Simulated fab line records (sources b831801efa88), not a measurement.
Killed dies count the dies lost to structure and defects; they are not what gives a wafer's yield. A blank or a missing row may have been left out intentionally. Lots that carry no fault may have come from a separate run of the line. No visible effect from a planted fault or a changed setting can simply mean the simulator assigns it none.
Matching of chambers + flow gf180mcu + 4 sister chambers for GF_V3_CMP_26 on cmp-02
The step polishes, stops on SiO2, t overpolish 15 s, target thk 0 nm. 16 wafers are shown with their chamber, then 8 later ones without.

WAFERS PAIRED WITH THEIR CHAMBERS
| wafer  | chamber | motor_current_A (A) | time_to_endpoint_s (s) | slurry_flow_ml_min |
|--------|---------|---------------------|------------------------|--------------------|
| L898.1 | 2       | 11.5                | 83                     | 150.5              |
| L898.2 | 3       | 12.3                | 84                     | 149.5              |
| L898.4 | 0       | 11.5                | 83                     | 150.3              |
| L900.1 | 0       | 12.0                | 80                     | 149.2              |
| L900.4 | 2       | 11.2                | 80                     | 150.8              |
| L900.6 | 1       | 11.8                | 78                     | 150.1              |
| L904.1 | 2       | 11.1                | 81                     | 149.2              |
| L904.5 | 2       | 11.4                | 82                     | 150.4              |
| L904.6 | 3       | 11.9                | 85                     | 149.3              |
| L906.3 | 0       | 11.0                | 85                     | 149.9              |
| L906.5 | 2       | 10.8                | 83                     | 150.3              |
| L906.6 | 3       | 12.2                | 86                     | 150.5              |
| L907.1 | 2       | 10.7                | 94                     | 150.5              |
| L907.2 | 3       | 11.6                | 90                     | 150.1              |
| L907.5 | 1       | 11.9                | 89                     | 149.6              |
| L918.1 | 3       | 12.4                | 92                     | 150.2              |

SIGNATURES (averages over the wafers above)
| reading            | chamber 0 | chamber 1 | chamber 2 | chamber 3 | scatter within a chamber |
|--------------------|-----------|-----------|-----------|-----------|--------------------------|
| motor_current_A    | 11.500    | 11.850    | 11.117    | 12.080    | 0.347                    |
| time_to_endpoint_s | 82.67     | 83.50     | 83.83     | 87.40     | 4.58                     |
| slurry_flow_ml_min | 149.800   | 149.850   | 150.283   | 149.920   | 0.525                    |
Rule: for a wafer and a chamber, the distance is found by dividing, reading by reading, the gap between the wafer's reading and the chamber's mean by the reading's scatter, squaring, summing and taking the root. If the next closest chamber is less than 2 further off than the closest, the wafer can't be placed; otherwise it belongs to the closest. How the scatter is found: for the shown wafers, subtract from each reading the mean of its chamber, square and add these, divide the total by (wafers less chambers), then take the root.

WAFERS WHOSE CHAMBER IS MISSING
| wafer  | motor_current_A (A) | time_to_endpoint_s (s) | slurry_flow_ml_min |
|--------|---------------------|------------------------|--------------------|
| L918.4 | 11.8                | 89                     | 150.4              |
| L918.5 | 11.8                | 87                     | 150.5              |
| L919.1 | 11.9                | 90                     | 150.1              |
| L919.4 | 12.0                | 84                     | 149.6              |
| L919.6 | 11.7                | 87                     | 150.0              |
| L921.2 | 12.3                | 86                     | 149.8              |
| L921.4 | 10.7                | 88                     | 149.7              |
| L921.5 | 11.1                | 93                     | 149.9              |

CHAMBER TAKEN BY EACH
| wafer  | from the rows above               | in truth |
|--------|-----------------------------------|----------|
| L918.4 | can't be placed: 3 or 1 or 0 or 2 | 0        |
| L918.5 | can't be placed: 3 or 1 or 0 or 2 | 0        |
| L919.1 | can't be placed: 3 or 1 or 0 or 2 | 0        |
| L919.4 | can't be placed: 1 or 3 or 0      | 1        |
| L919.6 | can't be placed: 1 or 3 or 0 or 2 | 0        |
| L921.2 | can't be placed: 3 or 1 or 0      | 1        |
| L921.4 | can't be placed: 2 or 0 or 1      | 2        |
| L921.5 | can't be placed: 2 or 0 or 1 or 3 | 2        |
Correct placement for 0 of the 8. Unplaceable from these rows: 8, with the true chamber sitting among the candidates in 8. Placed wrongly: 0.
